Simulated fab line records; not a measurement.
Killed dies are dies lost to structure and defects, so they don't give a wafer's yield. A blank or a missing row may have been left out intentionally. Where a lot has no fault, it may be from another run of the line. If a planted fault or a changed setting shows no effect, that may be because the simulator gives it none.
fab line records :: flow sky130
[record]
  lots = 14
  wafers = 42
  last_day = 50
route steps=708 shown NWELL@64 PAD_OPEN@708
lots that met no fault: taken from a fault-free run of the same line
start_h: start of the lot's first displayed wafer, in hours after the record's first day :: wait_h: hours from the lot's prior step to this one :: " repeats the value in the row above :: L1.1+2: a row that stands for several wafers :: - no value present, or no start provided :: * or withheld: withheld :: < > ~ a bound
route shown NAME@n: NAME is a module with steps in the file, n the number in the route of the first one :: usual: mean/standard deviation taken from wafers without a fault :: same: alike in all rows :: chamber/n: place in a boat :: sites: per-site readings :: _std_site: standard deviation of those values :: _edge_site: inner sites' mean taken away from outer sites' mean :: radius_mm: how far each site lies from the wafer's centre :: mask NAME#n: copy n :: behind: the last tool/chamber to shape the wafer :: hold: why the lot went on hold/how many hours it stayed there/how the hold came to an end :: device: the n, p or np transistor that did not switch :: end of line: the same wafers' tests at the end of the route :: for a step that has no rows: nothing shown but its recipe :: killed: count of dies lost to structure and defects at first sort (not the wafer's yield) :: map: a wafer's dies, x killed, . not, _ none there
set.NAME: the setting as run; set.NAME@STEP: as run at that earlier step :: model.NAME: the simulator's own value behind a step, which no gauge read
a sample of lots followed through the steps of the route, with each step as a table and each wafer as a row
services: the hour from which a tool's chamber was out of use, counted from the record's first day as start_h (under 0 if before that day), plus the number of hours and why
[[steps]]
[step SKY_NWELL_IMPLANT_11]
[recipe]
  species = P
  energy_kev = 400
  dose_cm2 = 1.9e+13
  tilt_deg = withheld
[usual]
  dose_ions_cm2 = 1.9003e+13/2.3e+10
lot.wafer: L969.2
tool: implanter-04
chamber: 0
start_h: 91.19
wait_h: 0.0
dose_ions_cm2: 1.8958e+13

lot.wafer: L969.5
tool: implanter-04
chamber: 0
start_h: 91.19
wait_h: 0.0
dose_ions_cm2: 1.8962e+13

lot.wafer: L969.6
tool: implanter-04
chamber: 0
start_h: 91.19
wait_h: 0.0
dose_ions_cm2: 1.8947e+13

lot.wafer: L971.3
tool: implanter-03
chamber: 0
start_h: 96.63
wait_h: 0.1
dose_ions_cm2: 1.8968e+13

lot.wafer: L971.4
tool: implanter-03
chamber: 0
start_h: 96.63
wait_h: 0.1
dose_ions_cm2: 1.9003e+13

lot.wafer: L971.5
tool: implanter-03
chamber: 0
start_h: 96.63
wait_h: 0.1
dose_ions_cm2: 1.8955e+13

lot.wafer: L970.1
tool: implanter-02
chamber: 0
start_h: 100.13
wait_h: 0.0
dose_ions_cm2: 1.899e+13

lot.wafer: L970.2
tool: implanter-02
chamber: 0
start_h: 100.13
wait_h: 0.0
dose_ions_cm2: 1.9005e+13

lot.wafer: L970.5
tool: implanter-02
chamber: 0
start_h: 100.13
wait_h: 0.0
dose_ions_cm2: 1.9011e+13

lot.wafer: L972.1
tool: implanter-04
chamber: 0
start_h: 106.81
wait_h: 0.0
dose_ions_cm2: 1.8994e+13

lot.wafer: L972.5
tool: implanter-04
chamber: 0
start_h: 106.81
wait_h: 0.0
dose_ions_cm2: 1.9016e+13

lot.wafer: L972.6
tool: implanter-04
chamber: 0
start_h: 106.81
wait_h: 0.0
dose_ions_cm2: 1.8988e+13

lot.wafer: L979.1
tool: implanter-02
chamber: 0
start_h: 149.40
wait_h: 0.0
dose_ions_cm2: 1.8379e+13

lot.wafer: L979.2
tool: implanter-02
chamber: 0
start_h: 149.40
wait_h: 0.0
dose_ions_cm2: 1.8393e+13

lot.wafer: L979.6
tool: implanter-02
chamber: 0
start_h: 149.40
wait_h: 0.0
dose_ions_cm2: 1.8408e+13

lot.wafer: L980.2
tool: implanter-04
chamber: 0
start_h: 152.87
wait_h: 0.0
dose_ions_cm2: 1.9026e+13

lot.wafer: L980.3
tool: implanter-04
chamber: 0
start_h: 152.87
wait_h: 0.0
dose_ions_cm2: 1.9032e+13

lot.wafer: L980.4
tool: implanter-04
chamber: 0
start_h: 152.87
wait_h: 0.0
dose_ions_cm2: 1.8974e+13

lot.wafer: L981.1
tool: implanter-02
chamber: 0
start_h: 154.45
wait_h: 0.0
dose_ions_cm2: 1.8413e+13

lot.wafer: L981.3
tool: implanter-02
chamber: 0
start_h: 154.45
wait_h: 0.0
dose_ions_cm2: 1.8422e+13

lot.wafer: L981.4
tool: implanter-02
chamber: 0
start_h: 154.45
wait_h: 0.0
dose_ions_cm2: 1.8397e+13

lot.wafer: L982.3
tool: implanter-03
chamber: 0
start_h: 158.38
wait_h: 0.1
dose_ions_cm2: 1.9031e+13

lot.wafer: L982.4
tool: implanter-03
chamber: 0
start_h: 158.38
wait_h: 0.1
dose_ions_cm2: 1.9005e+13

lot.wafer: L982.6
tool: implanter-03
chamber: 0
start_h: 158.38
wait_h: 0.1
dose_ions_cm2: 1.9027e+13

lot.wafer: L985.2
tool: implanter-04
chamber: 0
start_h: 180.07
wait_h: 0.0
dose_ions_cm2: 1.8981e+13

lot.wafer: L985.3
tool: implanter-04
chamber: 0
start_h: 180.07
wait_h: 0.0
dose_ions_cm2: 1.8998e+13

lot.wafer: L985.6
tool: implanter-04
chamber: 0
start_h: 180.07
wait_h: 0.0
dose_ions_cm2: 1.8986e+13

lot.wafer: L987.1
tool: implanter-04
chamber: 0
start_h: 190.95
wait_h: 0.0
dose_ions_cm2: 1.9038e+13

lot.wafer: L987.2
tool: implanter-04
chamber: 0
start_h: 190.95
wait_h: 0.0
dose_ions_cm2: 1.8979e+13

lot.wafer: L987.4
tool: implanter-04
chamber: 0
start_h: 190.95
wait_h: 0.0
dose_ions_cm2: 1.897e+13

lot.wafer: L988.1
tool: implanter-03
chamber: 0
start_h: 195.66
wait_h: 0.0
dose_ions_cm2: 1.902e+13

lot.wafer: L988.3
tool: implanter-03
chamber: 0
start_h: 195.66
wait_h: 0.0
dose_ions_cm2: 1.9007e+13

lot.wafer: L988.6
tool: implanter-03
chamber: 0
start_h: 195.66
wait_h: 0.0
dose_ions_cm2: 1.8988e+13

lot.wafer: L990.1
tool: implanter-03
chamber: 0
start_h: 211.35
wait_h: 0.0
dose_ions_cm2: 1.9034e+13

lot.wafer: L990.3
tool: implanter-03
chamber: 0
start_h: 211.35
wait_h: 0.0
dose_ions_cm2: 1.8998e+13

lot.wafer: L990.6
tool: implanter-03
chamber: 0
start_h: 211.35
wait_h: 0.0
dose_ions_cm2: 1.9004e+13

lot.wafer: L991.3
tool: implanter-03
chamber: 0
start_h: 213.50
wait_h: 0.1
dose_ions_cm2: 1.902e+13

lot.wafer: L991.5
tool: implanter-03
chamber: 0
start_h: 213.50
wait_h: 0.1
dose_ions_cm2: 1.9019e+13

lot.wafer: L991.6
tool: implanter-03
chamber: 0
start_h: 213.50
wait_h: 0.1
dose_ions_cm2: 1.9039e+13

lot.wafer: L992.1
tool: implanter-04
chamber: 0
start_h: 221.88
wait_h: 0.0
dose_ions_cm2: 1.9038e+13

lot.wafer: L992.4
tool: implanter-04
chamber: 0
start_h: 221.88
wait_h: 0.0
dose_ions_cm2: 1.9045e+13

lot.wafer: L992.6
tool: implanter-04
chamber: 0
start_h: 221.88
wait_h: 0.0
dose_ions_cm2: 1.8988e+13
[step SKY_NWELL_RS_MEAS_29]
[recipe]
  thk_meas_gauge = four-point-probe
[usual]
  NWELL_RS = 624.7/2
lot.wafer: L969.2
tool: film_metro-03
chamber: -
start_h: 110.64
wait_h: 0.1
NWELL_RS[ohm/sq]: 622.6

lot.wafer: L969.5
tool: film_metro-03
chamber: -
start_h: 110.64
wait_h: 0.1
NWELL_RS[ohm/sq]: 623.2

lot.wafer: L969.6
tool: film_metro-03
chamber: -
start_h: 110.64
wait_h: 0.1
NWELL_RS[ohm/sq]: 620.6

lot.wafer: L971.3
tool: film_metro-03
chamber: -
start_h: 116.11
wait_h: 0.1
NWELL_RS[ohm/sq]: 620.1

lot.wafer: L971.4
tool: film_metro-03
chamber: -
start_h: 116.11
wait_h: 0.1
NWELL_RS[ohm/sq]: 622.0

lot.wafer: L971.5
tool: film_metro-03
chamber: -
start_h: 116.11
wait_h: 0.1
NWELL_RS[ohm/sq]: 622.7

lot.wafer: L970.1
tool: film_metro-04
chamber: -
start_h: 119.23
wait_h: 0.1
NWELL_RS[ohm/sq]: 626.0

lot.wafer: L970.2
tool: film_metro-04
chamber: -
start_h: 119.23
wait_h: 0.1
NWELL_RS[ohm/sq]: 626.1

lot.wafer: L970.5
tool: film_metro-04
chamber: -
start_h: 119.23
wait_h: 0.1
NWELL_RS[ohm/sq]: 625.5

lot.wafer: L972.1
tool: film_metro-03
chamber: -
start_h: 125.47
wait_h: 0.1
NWELL_RS[ohm/sq]: 623.1

lot.wafer: L972.5
tool: film_metro-03
chamber: -
start_h: 125.47
wait_h: 0.1
NWELL_RS[ohm/sq]: 623.1

lot.wafer: L972.6
tool: film_metro-03
chamber: -
start_h: 125.47
wait_h: 0.1
NWELL_RS[ohm/sq]: 625.1

lot.wafer: L979.1
tool: film_metro-04
chamber: -
start_h: 170.07
wait_h: 0.1
NWELL_RS[ohm/sq]: 633.7

lot.wafer: L979.2
tool: film_metro-04
chamber: -
start_h: 170.07
wait_h: 0.1
NWELL_RS[ohm/sq]: 637.3

lot.wafer: L979.6
tool: film_metro-04
chamber: -
start_h: 170.07
wait_h: 0.1
NWELL_RS[ohm/sq]: 635.2

lot.wafer: L980.2
tool: film_metro-03
chamber: -
start_h: 173.77
wait_h: 0.1
NWELL_RS[ohm/sq]: 625.7

lot.wafer: L980.3
tool: film_metro-03
chamber: -
start_h: 173.77
wait_h: 0.1
NWELL_RS[ohm/sq]: 624.0

lot.wafer: L980.4
tool: film_metro-03
chamber: -
start_h: 173.77
wait_h: 0.1
NWELL_RS[ohm/sq]: 621.9

lot.wafer: L981.1
tool: film_metro-01
chamber: -
start_h: 175.67
wait_h: 0.1
NWELL_RS[ohm/sq]: 637.5

lot.wafer: L981.3
tool: film_metro-01
chamber: -
start_h: 175.67
wait_h: 0.1
NWELL_RS[ohm/sq]: 638.7

lot.wafer: L981.4
tool: film_metro-01
chamber: -
start_h: 175.67
wait_h: 0.1
NWELL_RS[ohm/sq]: 638.3

lot.wafer: L982.3
tool: film_metro-04
chamber: -
start_h: 179.85
wait_h: 0.1
NWELL_RS[ohm/sq]: 624.6

lot.wafer: L982.4
tool: film_metro-04
chamber: -
start_h: 179.85
wait_h: 0.1
NWELL_RS[ohm/sq]: 622.1

lot.wafer: L982.6
tool: film_metro-04
chamber: -
start_h: 179.85
wait_h: 0.1
NWELL_RS[ohm/sq]: 623.6

lot.wafer: L985.2
tool: film_metro-04
chamber: -
start_h: 202.13
wait_h: 0.1
NWELL_RS[ohm/sq]: 626.0

lot.wafer: L985.3
tool: film_metro-04
chamber: -
start_h: 202.13
wait_h: 0.1
NWELL_RS[ohm/sq]: 625.7

lot.wafer: L985.6
tool: film_metro-04
chamber: -
start_h: 202.13
wait_h: 0.1
NWELL_RS[ohm/sq]: 625.8

lot.wafer: L987.1
tool: film_metro-01
chamber: -
start_h: 212.75
wait_h: 0.1
NWELL_RS[ohm/sq]: 624.7

lot.wafer: L987.2
tool: film_metro-01
chamber: -
start_h: 212.75
wait_h: 0.1
NWELL_RS[ohm/sq]: 623.9

lot.wafer: L987.4
tool: film_metro-01
chamber: -
start_h: 212.75
wait_h: 0.1
NWELL_RS[ohm/sq]: 625.8

lot.wafer: L988.1
tool: film_metro-03
chamber: -
start_h: 218.05
wait_h: 0.1
NWELL_RS[ohm/sq]: 622.2

lot.wafer: L988.3
tool: film_metro-03
chamber: -
start_h: 218.05
wait_h: 0.1
NWELL_RS[ohm/sq]: 625.0

lot.wafer: L988.6
tool: film_metro-03
chamber: -
start_h: 218.05
wait_h: 0.1
NWELL_RS[ohm/sq]: 625.1

lot.wafer: L990.1
tool: film_metro-03
chamber: -
start_h: 233.94
wait_h: 0.1
NWELL_RS[ohm/sq]: 622.0

lot.wafer: L990.3
tool: film_metro-03
chamber: -
start_h: 233.94
wait_h: 0.1
NWELL_RS[ohm/sq]: 622.1

lot.wafer: L990.6
tool: film_metro-03
chamber: -
start_h: 233.94
wait_h: 0.1
NWELL_RS[ohm/sq]: 622.9

lot.wafer: L991.3
tool: film_metro-01
chamber: -
start_h: 236.45
wait_h: 0.1
NWELL_RS[ohm/sq]: 628.9

lot.wafer: L991.5
tool: film_metro-01
chamber: -
start_h: 236.45
wait_h: 0.1
NWELL_RS[ohm/sq]: 628.3

lot.wafer: L991.6
tool: film_metro-01
chamber: -
start_h: 236.45
wait_h: 0.1
NWELL_RS[ohm/sq]: 627.1

lot.wafer: L992.1
tool: film_metro-01
chamber: -
start_h: 244.96
wait_h: 0.1
NWELL_RS[ohm/sq]: 626.3

lot.wafer: L992.4
tool: film_metro-01
chamber: -
start_h: 244.96
wait_h: 0.1
NWELL_RS[ohm/sq]: 625.8

lot.wafer: L992.6
tool: film_metro-01
chamber: -
start_h: 244.96
wait_h: 0.1
NWELL_RS[ohm/sq]: 626.2
[step SKY_PAD_OPEN_PROBE_99]
[usual]
  killed_at_M0_to_M3 = 44/7.9
  killed_at_M4_up = 3.1/1.9
  killed_at_contacts = 24/4.6
  killed_at_front_end = 16/4.9
  killed_at_other = 0.3/0.6
  killed_dies = 87/9.7
  killed_open = 48/7.2
  killed_short = 39/5.6
[same]
  gross_dies = 492
  killed_at_back_side = 0
lot.wafer: L990.1
tool: prober-01
chamber: -
start_h: 1190.73
wait_h: 0.1
killed_at_M0_to_M3: 34
killed_at_M4_up: 4
killed_at_contacts: 16
killed_at_front_end: 14
killed_at_other: 0
killed_dies: 68
killed_open: 35
killed_short: 33

lot.wafer: L990.3
tool: prober-01
chamber: -
start_h: 1190.83
wait_h: 0.2
killed_at_M0_to_M3: 47
killed_at_M4_up: 4
killed_at_contacts: 22
killed_at_front_end: 12
killed_at_other: 1
killed_dies: 86
killed_open: 49
killed_short: 37

lot.wafer: L990.6
tool: prober-01
chamber: -
start_h: 1190.98
wait_h: 0.2
killed_at_M0_to_M3: 34
killed_at_M4_up: 6
killed_at_contacts: 24
killed_at_front_end: 24
killed_at_other: 0
killed_dies: 88
killed_open: 45
killed_short: 43
// killed by level:class
L990.1 VIA2:geometric_particle:open=10 VIA1:geometric_particle:open=7 CONTACT:geometric_particle:open=5 FIELD_ISO:geometric_particle:short=4 POLY_GATE:geometric_particle:short=4 METAL2:geometric_particle:short=4 LI_CONTACT:geometric_particle:open=4 LOCAL_INTERCONNECT:geometric_particle:short=4
L990.3 CONTACT:geometric_particle:open=14 VIA1:geometric_particle:open=8 VIA1:geometric_particle:short=7 METAL3:geometric_particle:short=7 METAL1:geometric_particle:short=6 VIA2:geometric_particle:open=6 FIELD_ISO:geometric_particle:open=5 LI_CONTACT:geometric_particle:open=4
L990.6 CONTACT:geometric_particle:open=11 VIA1:geometric_particle:open=7 POLY_GATE:geometric_particle:short=7 FIELD_ISO:geometric_particle:open=6 POLY_GATE:geometric_particle:open=6 METAL4:geometric_particle:short=6 METAL1:geometric_particle:short=5 VIA2:geometric_particle:open=5
[[services]]
tool: implanter-04
chamber: -
start_h: 120.52
hours: 6.9
kind: repair

tool: implanter-02
chamber: -
start_h: 141.45
hours: 7.0
kind: pm

tool: implanter-02
chamber: -
start_h: 210.99
hours: 2.1
kind: repair

tool: implanter-04
chamber: -
start_h: 214.41
hours: 2.9
kind: repair

tool: implanter-02
chamber: -
start_h: 218.44
hours: 11.1
kind: repair
[[key]]
[first_sign]
  step = SKY_NWELL_IMPLANT_11
  reading = dose_ions_cm2
  direction = down
  sigmas = 26
  usual = *
  struck = *
[effect]
  step = SKY_NWELL_RS_MEAS_29
  reading = NWELL_RS
  direction = up
  sigmas = 6.2
  usual = 624.7
  struck = 636.8
met_at SKY_NWELL_IMPLANT_11
struck_lots L979,L981
tester_left_out L979,L981
onset_between 100.13 149.40
[fault]
  kind = process_parameter_drift
  tool = implanter-02
  chamber = -
  onset_h = 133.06
  steps = SKY_NWELL_IMPLANT_11
  channel = dose_cm2
  offset = *
  shape = step
  end_h = 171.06
  acts_in = *
  stated = *
// tester_left_out: of these lots the tester's yield and bins aren't shown, on N5 and GAA mostly nor the transistor test; their killed dies are dies lost to structure and defects alone, not to doping, threshold or leakage, so they don't give the yield
